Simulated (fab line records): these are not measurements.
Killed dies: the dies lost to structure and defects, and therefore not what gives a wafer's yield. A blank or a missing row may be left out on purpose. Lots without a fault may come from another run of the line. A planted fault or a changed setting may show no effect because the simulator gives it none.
Split-lot experiment + flow gf180mcu + on a route of 602 steps: 5 lots, 23 wafers read

ABOUT THE SPLIT
At GF_M1_SPUTTER_04 (material TiN, target thk 50 nm, time 41.7 s), the setting chamber-pressure-pa was moved away from the recipe's 0.4 Pa on 20 of the 23 wafers read, by -14.0% to +11.7%. The other wafers ran this setting at the recipe's value.

The reading is taken at the split's own step.

THE READING
TiN_of_M1_SPUTTER_04.thk-nm (the simulator's own value, which no gauge read), in nm, at GF_M1_SPUTTER_04 (material TiN, target thk 50 nm, time 41.7 s). No usual value for it is given in the file. Across the 3 wafers here that went through the recipe, the average is 50.54 nm and the standard deviation 0.068 nm.

| wafer  | tool, chamber at the split | chamber-pressure-pa as run, Pa | against the recipe | TiN_of_M1_SPUTTER_04.thk-nm, nm | against lot-mates on the recipe |
|--------|----------------------------|--------------------------------|--------------------|---------------------------------|---------------------------------|
| L076.2 | pvd-sputter-04, -          | 0.3576                         | -10.6%             | 51.96                           | no lot-mate on the recipe       |
| L076.3 | pvd-sputter-04, -          | 0.3576                         | -10.6%             | 51.79                           | no lot-mate on the recipe       |
| L076.4 | pvd-sputter-04, -          | 0.3576                         | -10.6%             | 51.65                           | no lot-mate on the recipe       |
| L076.5 | pvd-sputter-04, -          | 0.3576                         | -10.6%             | 51.58                           | no lot-mate on the recipe       |
| L076.6 | pvd-sputter-04, -          | 0.3576                         | -10.6%             | 51.97                           | no lot-mate on the recipe       |
| L077.1 | pvd-sputter-04, -          | 0.4                            | recipe             | 50.58                           | -                               |
| L077.2 | pvd-sputter-04, -          | 0.4                            | recipe             | 50.44                           | -                               |
| L077.6 | pvd-sputter-04, -          | 0.4                            | recipe             | 50.59                           | -                               |
| L080.1 | pvd-sputter-01, -          | 0.4469                         | +11.7%             | 49.23                           | no lot-mate on the recipe       |
| L080.2 | pvd-sputter-01, -          | 0.4469                         | +11.7%             | 49.21                           | no lot-mate on the recipe       |
| L080.3 | pvd-sputter-01, -          | 0.4469                         | +11.7%             | 48.84                           | no lot-mate on the recipe       |
| L080.5 | pvd-sputter-01, -          | 0.4469                         | +11.7%             | 48.86                           | no lot-mate on the recipe       |
| L080.6 | pvd-sputter-01, -          | 0.4469                         | +11.7%             | 48.48                           | no lot-mate on the recipe       |
| L082.1 | pvd-sputter-01, -          | 0.344                          | -14.0%             | 51.81                           | no lot-mate on the recipe       |
| L082.2 | pvd-sputter-01, -          | 0.344                          | -14.0%             | 50.59                           | no lot-mate on the recipe       |
| L082.5 | pvd-sputter-01, -          | 0.344                          | -14.0%             | 50.59                           | no lot-mate on the recipe       |
| L082.3 | pvd-sputter-01, -          | 0.344                          | -14.0%             | 51.29                           | no lot-mate on the recipe       |
| L082.6 | pvd-sputter-01, -          | 0.344                          | -14.0%             | 51.54                           | no lot-mate on the recipe       |
| L084.1 | pvd-sputter-03, -          | 0.3464                         | -13.4%             | 51.26                           | no lot-mate on the recipe       |
| L084.2 | pvd-sputter-03, -          | 0.3464                         | -13.4%             | 51.54                           | no lot-mate on the recipe       |
| L084.3 | pvd-sputter-03, -          | 0.3464                         | -13.4%             | 51.49                           | no lot-mate on the recipe       |
| L084.5 | pvd-sputter-03, -          | 0.3464                         | -13.4%             | 51.04                           | no lot-mate on the recipe       |
| L084.6 | pvd-sputter-03, -          | 0.3464                         | -13.4%             | 51.42                           | no lot-mate on the recipe       |

THE FIT
A straight line over all 23 wafers: TiN_of_M1_SPUTTER_04.thk-nm changes by -0.0961 nm for each +1% of chamber-pressure-pa; r = -0.91; the points scatter about the line by 0.48 nm.
Too few moved wafers with a lot-mate on the recipe to fit a line net of each lot's own level.

THE FILE'S OWN FIT
TiN_of_M1_SPUTTER_04.thk-nm changes by -0.0961 nm for each +1% of chamber-pressure-pa, r = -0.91.
